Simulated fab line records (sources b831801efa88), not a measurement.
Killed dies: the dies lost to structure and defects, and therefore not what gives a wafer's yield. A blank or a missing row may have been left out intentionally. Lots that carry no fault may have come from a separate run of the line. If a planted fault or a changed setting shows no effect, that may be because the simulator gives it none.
fab line records	flow sky130
[record] lots = 6	wafers = 18	lastDay = 50
route steps=708 shown RES_PROTECT@212 POLY_GATE@213 PAD_OPEN@708
lots with no fault: from the same line, run without faults
startH: the number of hours between the record's first day and the start of the first shown wafer of the lot	waitH: time in hours since the lot's previous step	" as in the row above	L1.1+2: a single row standing in for several wafers	- either no value or no given start	* or withheld: withheld	< > ~ a bound
route shown NAME@n: a module of which the file shows steps, and the number in the route of the first	usual: the fault-free wafers' mean and standard deviation	same: alike in all rows	chamber/n: place in a boat	sites: each site's reading	_std_site: their standard deviation	_edge_site: mean of outer sites minus mean of inner sites	radiusMm: for every site, how far away it sits from the centre of the wafer	mask NAME#n: copy n	behind: the tool/chamber that last shaped the wafer	hold: why the lot was held/for how many hours/how that ended	device: whichever transistor did not switch (one of n, p or np)	end of line: tests of these same wafers at the route's end	step lacking rows: just its recipe	killed: dies lost to structure and defects at the first sort, not the wafer's yield	map: a wafer's dies, marking killed ones x, the rest . and places with no die _
set.NAME: setting as actually run; set.NAME@STEP: the setting as run at that earlier step	model.NAME: the simulator's own value behind a step, which no gauge read
certain route steps with their lots: each step a table, each wafer a row
services: from which hour (startH, from the record's first day; less than 0 if before it) a tool's chamber was out of use, for how many hours, and why
[[steps]]
[step SKY_RES_PROTECT_DEVELOP_06]
[recipe] resist = NOVOLAK	developer = TMAH	developTimeS = 60	devTempC = 23
[step SKY_POLY_GATE_IMPLANT_02]
[recipe] species = P	energyKev = 30	doseCm2 = 7.7e+15	tiltDeg = 0
[step SKY_RES_PROTECT_STRIP_07]
[recipe] chemistry = O2/N2	powerW = 1400	pressureMtorr = 1500	platenTempC = withheld	o2FlowSccm = 3000	n2FlowSccm = 300	overashFraction = 0.5
[usual] drypumpMotorCurrentA = 5.7/0.56	oesProductAu = 0.518/0.0047	stripTimeToEndpointS = 23.30/0.045
lot.wafer	tool	chamber	startH	waitH	drypumpMotorCurrentA	oesProductAu	rfHoursCounterH	stripTimeToEndpointS
L397.2	plasmaAsher-01	0	335.22	0.1	6.4	0.522	60	23.32
L397.3	"	1	"	"	5.0	0.519	-	23.24
L397.5	"	1	"	"	5.0	0.518	-	23.25
L401.2	plasmaAsher-03	0	368.87	0.1	5.7	0.519	25	23.31
L401.3	"	1	"	"	5.7	0.512	-	23.30
L401.5	"	1	"	"	5.7	0.510	-	23.34
L405.1	plasmaAsher-01	1	404.85	0.1	5.0	0.521	66	23.28
L405.2	"	0	"	"	6.4	0.518	66	23.27
L405.4	"	1	"	"	5.0	0.517	-	23.27
L406.1	plasmaAsher-04	0	411.73	0.1	6.1	0.526	74	23.36
L406.4	"	0	"	"	6.1	0.513	-	23.33
L406.6	"	0	"	"	6.1	0.518	-	23.34
L414.2	plasmaAsher-03	1	476.66	0.1	5.7	0.518	36	23.26
L414.3	"	1	"	"	5.7	0.513	-	23.33
L414.6	"	0	"	"	5.8	0.522	-	23.30
L419.1	plasmaAsher-01	1	522.08	0.1	5.0	0.515	78	23.30
L419.4	"	1	"	"	5.0	0.515	-	23.27
L419.6	"	0	"	"	6.4	0.513	-	23.34
[step SKY_RES_PROTECT_TW_MEAS_08]
[usual] POLY_GATE_TW = 4065/33
lot.wafer	tool	chamber	startH	waitH	POLY_GATE_TW
L397.2	filmMetro-04	-	335.33	0.1	4106
L397.3	"	-	"	"	4099
L397.5	"	-	"	"	4100
L401.2	filmMetro-03	-	368.98	0.1	4056
L401.3	"	-	"	"	4047
L401.5	"	-	"	"	4042
L405.1	filmMetro-01	-	404.95	0.1	4069
L405.2	"	-	"	"	4069
L405.4	"	-	"	"	4087
L406.1	filmMetro-01	-	411.83	0.1	4086
L406.4	"	-	"	"	4077
L406.6	"	-	"	"	4062
L414.2	filmMetro-01	-	476.77	0.1	4045
L414.3	"	-	"	"	4067
L414.6	"	-	"	"	4096
L419.1	filmMetro-03	-	522.18	0.1	4029
L419.4	"	-	"	"	4023
L419.6	"	-	"	"	4044
[step SKY_RES_PROTECT_CLEAN_09]
[recipe] chemistry = SC1/SC2	mix = 1:4:20	tempC = 70	timeS = 150	dry = n2Spin
[step SKY_POLY_GATE_CVD_03]
[recipe] material = Si3N4	precursor = DCS/NH3	targetThkNm = 75	tempC = 770	timeS = 1290	pressureMtorr = 250
[step SKY_POLY_GATE_THK_MEAS_04]
[recipe] reads = Si3N4_of_POLY_GATE_CVD_03
[usual] POLY_GATE_CVD_03_THK = 74.9/0.65
lot.wafer	tool	chamber	startH	waitH	POLY_GATE_CVD_03_THK[nm]
L397.2	filmMetro-04	-	336.80	0.0	74.7
L397.3	"	-	"	"	75.3
L397.5	"	-	"	"	75.4
L401.2	filmMetro-02	-	371.60	0.0	75.2
L401.3	"	-	"	"	75.2
L401.5	"	-	"	"	75.5
L405.1	filmMetro-04	-	407.49	0.0	73.8
L405.2	"	-	"	"	74.2
L405.4	"	-	"	"	75.0
L406.1	filmMetro-04	-	415.12	0.0	74.4
L406.4	"	-	"	"	75.4
L406.6	"	-	"	"	75.0
L414.2	filmMetro-03	-	478.24	0.0	73.5
L414.3	"	-	"	"	73.9
L414.6	"	-	"	"	73.6
L419.1	filmMetro-02	-	523.65	0.0	75.2
L419.4	"	-	"	"	74.5
L419.6	"	-	"	"	74.4
[step SKY_POLY_GATE_DEHYDRATE_05]
[recipe] tempC = 200	timeS = 60
[step SKY_POLY_GATE_HMDS_06]
[recipe] primeTimeS = 60	primeTempC = 120
[step SKY_POLY_GATE_COAT_07]
[recipe] resist = BARC	tempC = withheld	timeS = withheld	spinRpm = 3000	resistThkNm = 110
[step SKY_POLY_GATE_COAT_08]
[recipe] resist = KrF-thick	spinRpm = 3000	resistThkNm = 450
[step SKY_POLY_GATE_SOFTBAKE_09]
[recipe] tempC = 100	timeS = 90	resist = KrF-thick
[step SKY_POLY_GATE_EXPOSE_10]
[recipe] maskId = P1M	na = 0.68	sourceShape = conventional	sigmaOuter = 0.6	targetCdNm = 150	doseMj = 28
[same] sigmaOuter = 0.6
lot.wafer	tool	chamber	startH	waitH	mask
L397.2+3+5	krfScanner-02	0	351.18	-	P1M#0
L401.2+3+5	krfScanner-01	0	386.43	-	P1M#0
L405.1+2+4	krfScanner-01	0	422.77	-	P1M#0
L406.1+4+6	krfScanner-01	0	429.87	-	P1M#0
L414.2+3+6	krfScanner-02	0	493.96	-	P1M#0
L419.1+4+6	krfScanner-01	0	539.36	-	P1M#0
[step SKY_POLY_GATE_PEB_11]
[recipe] pebTempC = withheld	pebTimeS = withheld	resist = KrF-thick
[step SKY_POLY_GATE_DEVELOP_12]
[recipe] developTimeS = 60	resist = KrF-thick	devTempC = 21
[step SKY_POLY_GATE_CD_MEAS_13]
[recipe] targetCdNm = 150
[usual] cdNm = 150.1/1.4
lot.wafer	tool	chamber	startH	waitH	cdNm
L397.2	cdSem-02	-	364.42	-	151.5
L397.3	"	-	"	"	149.8
L397.5	"	-	"	"	149.5
L401.2	cdSem-01	-	399.90	-	150.1
L401.3	"	-	"	"	150.5
L401.5	"	-	"	"	150.4
L405.1	cdSem-01	-	437.82	-	132.3
L405.2	"	-	"	"	150.6
L405.4	"	-	"	"	150.9
L406.1	cdSem-01	-	445.75	-	131.5
L406.4	"	-	"	"	148.5
L406.6	"	-	"	"	148.1
L414.2	cdSem-02	-	509.54	-	153.0
L414.3	"	-	"	"	153.3
L414.6	"	-	"	"	152.9
L419.1	cdSem-01	-	553.63	-	151.6
L419.4	"	-	"	"	151.4
L419.6	"	-	"	"	152.6
[step SKY_POLY_GATE_OVL_MEAS_14]
[usual] POLY_GATE_OVL = 0/6.7
lot.wafer	tool	chamber	startH	waitH	POLY_GATE_OVL[nm]
L397.2	overlay-01	-	364.52	0.1	10
L397.3	"	-	"	"	10
L397.5	"	-	"	"	6
L401.2	overlay-02	-	400.01	0.1	0
L401.3	"	-	"	"	0
L401.5	"	-	"	"	-7
L405.1	overlay-01	-	437.94	0.1	1
L405.2	"	-	"	"	-6
L405.4	"	-	"	"	-4
L406.1	overlay-01	-	445.87	0.1	-1
L406.4	"	-	"	"	-4
L406.6	"	-	"	"	-3
L414.2	overlay-01	-	509.64	0.1	1
L414.3	"	-	"	"	-3
L414.6	"	-	"	"	0
L419.1	overlay-02	-	553.75	0.1	10
L419.4	"	-	"	"	4
L419.6	"	-	"	"	6
[step SKY_POLY_GATE_ETCH_15]
[recipe] chemistry = N2/H2	target = BARC	ionEnergyEv = 200	sourceW = 500	biasW = 100	pressureMtorr = 30	n2FlowSccm = 100	h2FlowSccm = 200	stopOn = SiO2	timeS = 118.5	targetDepthA = 1100
[usual] drypumpMotorCurrentA = 5.8/0.37	h2FlowSccm = 200.0/0.59	oesProductAu = 0.717/0.0051	throttleValvePct = 13.213/0.0095
lot.wafer	tool	chamber	startH	waitH	drypumpMotorCurrentA	h2FlowSccm	oesProductAu	rfHoursCounterH	throttleValvePct	model.POLY_GATE.cdNm
L397.2	rieDiel-02	1	364.55	0.0	5.5	200.0	0.721	48	13.226	151.8
L397.3	"	0	"	"	5.3	200.3	0.707	5	13.210	149.4
L397.5	"	0	"	"	5.3	199.2	0.720	-	13.214	150.3
L401.2	rieDiel-02	2	400.04	0.0	6.4	200.2	0.713	56	13.223	149.1
L401.3	"	3	"	"	6.0	200.3	0.721	2	13.221	151.3
L401.5	"	1	"	"	5.5	199.8	0.718	-	13.198	150.8
L405.1	rieDiel-02	0	437.98	0.0	5.2	199.5	0.728	6	13.201	133.8
L405.2	"	2	"	"	6.3	200.1	0.710	56	13.213	151.8
L405.4	"	1	"	"	5.5	199.4	0.718	49	13.204	152.4
L406.1	rieDiel-01	0	445.90	0.0	6.0	199.9	0.727	48	13.209	128.6
L406.4	"	2	"	"	6.0	200.3	0.719	5	13.204	146.5
L406.6	"	0	"	"	6.0	199.8	0.711	-	13.203	145.2
L414.2	rieDiel-03	1	509.67	0.0	5.3	200.4	0.718	10	13.214	151.5
L414.3	"	3	"	"	6.3	199.9	0.725	6	13.218	151.9
L414.6	"	2	"	"	5.5	200.6	0.710	-	13.211	150.2
L419.1	rieDiel-03	3	553.79	0.0	6.3	199.8	0.718	7	13.232	150.6
L419.4	"	1	"	"	5.3	199.9	0.725	11	13.216	152.5
L419.6	"	2	"	"	5.5	200.4	0.727	-	13.218	149.7
[step SKY_POLY_GATE_ETCH_16]
[recipe] stopOn = poly-Si	chemistry = CH3F/O2	target = Si3N4	sourceW = 400	biasW = 80	pressureMtorr = 25	ch3fFlowSccm = 40	O2_flow_sccm = 30	timeS = 147.5	targetDepthA = 750
[usual] drypumpMotorCurrentA = 5.8/0.36	oesProductAu = 0.639/0.0052	throttleValvePct = 10.535/0.009
lot.wafer	tool	chamber	startH	waitH	drypumpMotorCurrentA	oesProductAu	rfHoursCounterH	throttleValvePct
L397.2	rieDiel-02	1	364.64	0.0	5.5	0.642	48	10.536
L397.3	"	0	"	"	5.3	0.640	5	10.541
L397.5	"	0	"	"	5.3	0.636	-	10.529
L401.2	rieDiel-02	2	400.12	0.0	6.3	0.639	56	10.529
L401.3	"	3	"	"	6.0	0.635	2	10.534
L401.5	"	1	"	"	5.5	0.646	-	10.524
L405.1	rieDiel-02	0	438.06	0.0	5.2	0.631	6	10.533
L405.2	"	2	"	"	6.4	0.634	56	10.527
L405.4	"	1	"	"	5.5	0.628	49	10.527
L406.1	rieDiel-01	0	445.99	0.0	6.0	0.638	49	10.536
L406.4	"	2	"	"	5.9	0.643	5	10.530
L406.6	"	0	"	"	6.0	0.639	-	10.544
L414.2	rieDiel-03	1	509.76	0.0	5.3	0.631	10	10.528
L414.3	"	3	"	"	6.3	0.632	6	10.539
L414.6	"	2	"	"	5.5	0.634	-	10.551
L419.1	rieDiel-03	3	553.87	0.0	6.3	0.644	7	10.528
L419.4	"	1	"	"	5.3	0.637	11	10.542
L419.6	"	2	"	"	5.5	0.644	-	10.537
[step SKY_POLY_GATE_ETCH_17]
[recipe] targetDepthNm = 180	stopOn = SiO2	overEtchFrac = 0.56667	chemistry = HBr/Cl2	target = poly-Si	icpW = 400	biasW = 100	pressureMtorr = 10	HBr_flow_sccm = 150	Cl2_flow_sccm = 50	timeS = 70.5
[usual] drypumpMotorCurrentA = 5.7/0.45	mfcCl2Sccm = 50.00/0.16	oesProductAu = 0.985/0.0079	throttleValvePct = 33.684/0.0089
lot.wafer	tool	chamber	startH	waitH	drypumpMotorCurrentA	mfcCl2Sccm	oesProductAu	rfHoursCounterH	throttleValvePct	model.POLY_GATE.cdNm
L397.2	rieSi-02	3	364.74	0.0	5.7	50.05	0.990	1	33.688	152.3
L397.3	"	0	"	"	5.4	50.24	0.991	2	33.683	150
L397.5	"	2	"	"	6.5	49.79	0.992	-	33.690	152.3
L401.2	rieSi-01	1	400.22	0.0	5.9	50.20	0.988	2	33.690	150.2
L401.3	"	3	"	"	5.3	49.85	0.984	43	33.679	152.7
L401.5	"	2	"	"	5.2	50.17	0.989	-	33.709	151.3
L405.1	rieSi-02	0	438.16	0.0	5.4	49.81	0.981	2	33.691	134.3
L405.2	"	3	"	"	5.7	49.86	0.978	2	33.684	151.2
L405.4	"	1	"	"	6.0	49.98	0.965	59	33.687	152.1
L406.1	rieSi-02	1	446.09	0.0	6.0	50.55	0.979	59	33.695	129.3
L406.4	"	0	"	"	5.4	49.92	0.989	3	33.675	147.5
L406.6	"	0	"	"	5.4	50.03	0.986	-	33.687	146.3
L414.2	rieSi-01	2	509.86	0.0	5.2	50.23	0.976	7	33.680	153.2
L414.3	"	0	"	"	5.2	49.89	0.987	4	33.689	152.2
L414.6	"	1	"	"	5.9	49.96	0.983	-	33.703	150.2
L419.1	rieSi-02	2	553.97	0.0	6.5	49.77	0.991	2	33.685	150.9
L419.4	"	3	"	"	5.7	50.01	0.989	2	33.686	152.1
L419.6	"	0	"	"	5.4	49.93	0.991	-	33.688	149.5
[step SKY_POLY_GATE_STRIP_18]
[recipe] chemistry = O2/N2	powerW = 1400	pressureMtorr = 1500	platenTempC = withheld	o2FlowSccm = 3000	n2FlowSccm = 300	overashFraction = 0.5
[usual] drypumpMotorCurrentA = 5.7/0.48	oesProductAu = 0.361/0.0046	stripTimeToEndpointS = 3.17/0.04
lot.wafer	tool	chamber	startH	waitH	drypumpMotorCurrentA	oesProductAu	rfHoursCounterH	stripTimeToEndpointS
L397.2	plasmaAsher-03	1	364.79	0.0	5.7	0.359	25	3.14
L397.3	"	0	"	"	5.8	0.354	-	3.20
L397.5	"	0	"	"	5.8	0.353	-	3.18
L401.2	plasmaAsher-03	1	400.27	0.0	5.7	0.361	28	3.14
L401.3	"	1	"	"	5.7	0.357	-	3.17
L401.5	"	0	"	"	5.8	0.365	-	3.13
L405.1	plasmaAsher-02	1	438.21	0.0	5.5	0.356	61	3.20
L405.2	"	0	"	"	6.1	0.362	61	3.13
L405.4	"	1	"	"	5.5	0.364	-	3.23
L406.1	plasmaAsher-01	1	446.14	0.0	5.0	0.364	71	3.21
L406.4	"	1	"	"	5.0	0.368	-	3.26
L406.6	"	1	"	"	5.0	0.362	-	3.21
L414.2	plasmaAsher-02	0	509.91	0.0	6.1	0.359	69	3.15
L414.3	"	1	"	"	5.5	0.367	-	3.20
L414.6	"	0	"	"	6.1	0.358	-	3.18
L419.1	plasmaAsher-01	1	554.02	0.0	5.0	0.364	82	3.20
L419.4	"	1	"	"	5.0	0.365	-	3.15
L419.6	"	0	"	"	6.4	0.359	-	3.16
[step SKY_PAD_OPEN_PROBE_99]
[usual] killed_at_M0_to_M3 = 42/7.4	killed_at_M4_up = 3.4/1.8	killedAtContacts = 25/5.4	killedAtFrontEnd = 15/4.4	killedAtOther = 0.2/0.52	killedDies = 86/9.3	killedOnRim = 17/3.9	killedOpen = 47/7.6	killedShort = 39/6.5
[same] grossDies = 492	killedAtBackSide = 0
lot.wafer	tool	chamber	startH	waitH	killed_at_M0_to_M3	killed_at_M4_up	killedAtContacts	killedAtFrontEnd	killedAtOther	killedDies	killedOnRim	killedOpen	killedShort	model.etest.resXhighPo.lineOhmUm	model.etest.pfet_01v8.rOnOhmUm	model.etest.pfetG5v0d10v5.rOnOhmUm	model.etest.resPoly.lineOhmUm	model.etest.nfet_01v8.rOnOhmUm	model.etest.nfetG5v0d10v5.rOnOhmUm	model.etest.sonosUncharged.rOnOhmUm	model.etest.nfet_01v8_lvt.driveUaUm
L397.2	prober-01	-	1073.03	0.1	54	4	28	16	0	102	22	63	39	5825	2932	4781	515.7	823.9	1888	814.5	583.1
L397.3	prober-01	-	1073.08	0.2	50	7	23	10	0	90	24	48	42	5749	2911	4748	525.4	816.6	1867	798.1	588.7
L397.5	prober-01	-	1073.18	0.2	58	4	21	26	0	109	25	53	56	5874	2960	4776	517.6	842.9	1894	809.3	566.7
L401.2	prober-01	-	1100.01	0.1	48	5	22	16	0	91	18	55	36	5861	2856	4736	520.1	846	1885	808.7	562
L401.3	prober-01	-	1100.06	0.2	53	9	37	7	0	106	18	63	43	5684	2912	4775	504.6	847.1	1906	811.9	570.6
L401.5	prober-01	-	1100.16	0.2	30	6	37	20	1	94	27	59	35	6102	2826	4765	515.1	840	1887	809.6	572.6
L405.1	prober-01	-	1123.77	0.1	34	9	20	24	0	87	14	33	47	5721	2694	4706	612.4	798.1	1865	774.9	589.2
L405.2	prober-01	-	1123.82	0.1	46	2	21	9	0	78	19	44	34	5630	2911	4798	513.9	850.5	1911	807.5	573.6
L405.4	prober-01	-	1123.92	0.2	41	2	24	12	0	79	19	37	42	5859	2929	4748	517.5	854	1907	812.1	562
L406.1	prober-02	-	1128.65	0.1	34	2	27	30	0	93	15	40	35	5773	2537	4613	649.5	739.3	1836	757.6	629.9
L406.4	prober-02	-	1128.80	0.2	50	3	30	19	0	102	20	54	48	5304	2810	4755	519.9	819.2	1885	806.3	580.2
L406.6	prober-02	-	1128.90	0.2	33	4	24	23	0	84	17	47	37	5588	2837	4759	537.4	798.5	1891	797.3	598
L414.2	prober-01	-	1166.54	0.1	35	3	25	9	1	73	11	45	28	5771	2985	4875	503.8	867.2	1958	820.5	545.7
L414.3	prober-01	-	1166.59	0.2	45	3	21	12	0	81	22	40	41	5719	2972	4898	506.4	843.5	1937	805.3	567.4
L414.6	prober-01	-	1166.74	0.2	36	5	35	17	0	93	19	48	45	5906	2946	4875	516.4	851.9	1927	810.9	561
L419.1	prober-02	-	1191.55	0.1	59	4	30	16	0	109	27	56	53	5677	2840	4665	499.9	846	1843	820.8	564.6
L419.4	prober-02	-	1191.70	0.2	46	2	14	14	0	76	12	42	34	5797	2903	4826	499.9	853.1	1889	832.9	569
L419.6	prober-02	-	1191.80	0.2	42	2	24	13	0	81	11	53	28	5986	2828	4721	512.8	837.2	1881	809.6	574.2
// killed by level:class
L397.2 VIA1:geometricParticle:open=14 VIA3:geometricParticle:open=12 CONTACT:geometricParticle:open=9 LI_CONTACT:geometricParticle:open=8 VIA1:geometricParticle:short=8 LI_CONTACT:geometricParticle:short=7 METAL2:geometricParticle:short=5 FIELD_ISO:geometricParticle:open=4
L397.3 VIA3:geometricParticle:open=12 CONTACT:geometricParticle:open=9 METAL1:geometricParticle:short=9 VIA1:geometricParticle:open=8 VIA3:geometricParticle:short=6 VIA2:geometricParticle:open=6 CONTACT:geometricParticle:short=5 LI_CONTACT:geometricParticle:open=4
L397.5 CONTACT:geometricParticle:open=11 VIA2:geometricParticle:open=9 FIELD_ISO:geometricParticle:open=7 METAL3:geometricParticle:short=7 VIA3:geometricParticle:open=7 METAL1:geometricParticle:short=7 VIA1:geometricParticle:open=7 FIELD_ISO:geometricParticle:short=6
L401.2 VIA1:geometricParticle:open=12 CONTACT:geometricParticle:open=11 VIA3:geometricParticle:open=10 FIELD_ISO:geometricParticle:open=5 METAL1:geometricParticle:short=5 VIA1:geometricParticle:short=5 CONTACT:geometricParticle:short=4 METAL3:geometricParticle:short=4
L401.3 CONTACT:geometricParticle:open=15 VIA1:geometricParticle:open=12 VIA3:geometricParticle:open=12 LI_CONTACT:geometricParticle:open=9 METAL1:geometricParticle:short=9 CONTACT:geometricParticle:short=7 METAL4:geometricParticle:short=5 LOCAL_INTERCONNECT:geometricParticle:short=4
L401.5 LI_CONTACT:geometricParticle:open=16 CONTACT:geometricParticle:open=10 FIELD_ISO:geometricParticle:open=9 VIA1:geometricParticle:open=9 VIA3:geometricParticle:open=6 METAL4:geometricParticle:short=5 FIELD_ISO:geometricParticle:short=4 POLY_GATE:geometricParticle:short=4
L405.1 CONTACT:geometricParticle:open=7 METAL4:geometricParticle:short=7 POLY_GATE:areaExpose=7 POLY_GATE:geometricParticle:short=5 CONTACT:geometricParticle:short=5 METAL1:geometricParticle:short=5 VIA1:geometricParticle:open=5 FIELD_ISO:geometricParticle:short=4
L405.2 VIA1:geometricParticle:short=11 CONTACT:geometricParticle:open=9 VIA2:geometricParticle:open=9 VIA1:geometricParticle:open=8 METAL1:geometricParticle:short=5 VIA3:geometricParticle:open=4 LI_CONTACT:geometricParticle:open=3 CONTACT:geometricParticle:short=3
L405.4 METAL2:geometricParticle:short=11 VIA1:geometricParticle:open=10 CONTACT:geometricParticle:open=7 CONTACT:geometricParticle:short=6 LI_CONTACT:geometricParticle:open=5 VIA2:geometricParticle:open=5 FIELD_ISO:geometricParticle:short=4 LOCAL_INTERCONNECT:geometricParticle:short=4
L406.1 POLY_GATE:areaExpose=18 CONTACT:geometricParticle:open=11 VIA1:geometricParticle:open=11 FIELD_ISO:geometricParticle:short=6 LI_CONTACT:geometricParticle:open=6 METAL2:geometricParticle:short=6 CONTACT:geometricParticle:short=5 VIA1:geometricParticle:short=4
L406.4 CONTACT:geometricParticle:open=11 LI_CONTACT:geometricParticle:open=10 FIELD_ISO:geometricParticle:open=8 FIELD_ISO:geometricParticle:short=7 METAL1:geometricParticle:short=7 VIA2:geometricParticle:open=7 VIA3:geometricParticle:open=7 CONTACT:geometricParticle:short=6
L406.6 VIA1:geometricParticle:open=10 FIELD_ISO:geometricParticle:open=6 CONTACT:geometricParticle:short=6 CONTACT:geometricParticle:open=6 FIELD_ISO:geometricParticle:short=4 POLY_GATE:geometricParticle:short=4 POLY_GATE:geometricParticle:open=4 LI_CONTACT:geometricParticle:open=4
L414.2 CONTACT:geometricParticle:open=8 VIA1:geometricParticle:open=8 VIA3:geometricParticle:open=7 LI_CONTACT:geometricParticle:open=7 CONTACT:geometricParticle:short=5 VIA2:geometricParticle:open=5 METAL1:geometricParticle:short=3 POLY_GATE:geometricParticle:short=3
L414.3 VIA1:geometricParticle:open=13 CONTACT:geometricParticle:open=8 METAL2:geometricParticle:short=6 VIA2:geometricParticle:open=6 LOCAL_INTERCONNECT:geometricParticle:short=5 CONTACT:geometricParticle:short=5 POLY_CUT:geometricParticle:open=4 METAL1:geometricParticle:short=4
L414.6 LOCAL_INTERCONNECT:geometricParticle:short=11 CONTACT:geometricParticle:open=9 LI_CONTACT:geometricParticle:open=7 CONTACT:geometricParticle:short=7 VIA3:geometricParticle:open=7 POLY_GATE:geometricParticle:short=6 VIA1:geometricParticle:open=6 VIA2:geometricParticle:open=6
L419.1 CONTACT:geometricParticle:open=13 VIA1:geometricParticle:open=12 VIA2:geometricParticle:open=11 VIA1:geometricParticle:short=7 METAL2:geometricParticle:short=7 CONTACT:geometricParticle:short=6 METAL3:geometricParticle:short=6 VIA3:geometricParticle:open=6
L419.4 VIA1:geometricParticle:open=12 VIA3:geometricParticle:open=12 LI_CONTACT:geometricParticle:open=5 VIA1:geometricParticle:short=5 POLY_GATE:geometricParticle:open=4 POLY_GATE:geometricParticle:short=4 METAL1:geometricParticle:short=4 VIA2:geometricParticle:open=4
L419.6 VIA1:geometricParticle:open=13 LI_CONTACT:geometricParticle:open=9 METAL1:geometricParticle:short=7 VIA2:geometricParticle:open=7 VIA3:geometricParticle:open=6 CONTACT:geometricParticle:open=5 POLY_GATE:geometricParticle:open=4 LOCAL_INTERCONNECT:geometricParticle:open=4
[[services]]
tool	chamber	startH	hours	kind
krfScanner-01	-	318.46	0.8	pm
krfScanner-01	-	319.54	1.0	pm
krfScanner-01	-	320.54	4.4	pm
krfScanner-01	-	328.41	0.1	repair
rieDiel-01	3	346.07	6.6	repair
plasmaAsher-02	-	347.59	2.8	pm
krfScanner-01	-	357.72	1.3	pm
rieDiel-02	-	360.23	2.8	pm
rieDiel-03	-	365.56	0.2	repair
rieSi-02	1	371.30	3.8	repair
rieDiel-03	1	395.59	8.7	repair
krfScanner-01	-	396.63	2.9	repair
plasmaAsher-03	-	411.66	0.6	repair
rieDiel-03	3	445.46	8.0	repair
krfScanner-01	-	446.88	0.5	repair
plasmaAsher-01	-	447.50	4.0	repair
rieSi-02	1	483.00	3.8	repair
krfScanner-01	-	487.26	0.8	pm
krfScanner-01	-	488.45	1.0	pm
krfScanner-01	-	490.52	10.3	repair
krfScanner-01	-	506.88	1.0	repair
rieDiel-02	0	513.58	12.0	repair
rieDiel-02	1	520.58	14.8	repair
krfScanner-01	-	534.04	1.3	pm
[[key]]
[firstSign] step = SKY_POLY_GATE_CD_MEAS_13	reading = cdNm	direction = down	sigmas = 13	usual = 150.1	struck = 131.9
effect none on later readings
[modelEffect] step = SKY_POLY_GATE_ETCH_15	value = POLY_GATE.cdNm	without = 148.8	struck = 131.2
[modelEffect] step = SKY_POLY_GATE_ETCH_17	value = POLY_GATE.cdNm	without = 149.4	struck = 131.8
[modelEffect] step = SKY_PAD_OPEN_PROBE_99	value = etest.resXhighPo.lineOhmUm	without = 5457	struck = 5747
metAt SKY_POLY_GATE_EXPOSE_10
struckWafers L405.1,L406.1
testerLeftOut L405,L406
onsetBetween 386.43 422.77
[fault] kind = processParameterDrift	tool = krfScanner-01	chamber = -	onsetH = 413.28	steps = SKY_POLY_GATE_EXPOSE_10	channel = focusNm	offset = 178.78	shape = step	endH = 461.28	scope = struckWafersOnly
// testerLeftOut: of these lots the tester's yield and bins aren't shown, on N5 and GAA mostly nor the transistor test; their killed dies are dies lost to structure and defects alone, not to doping, threshold or leakage, so they don't give the yield
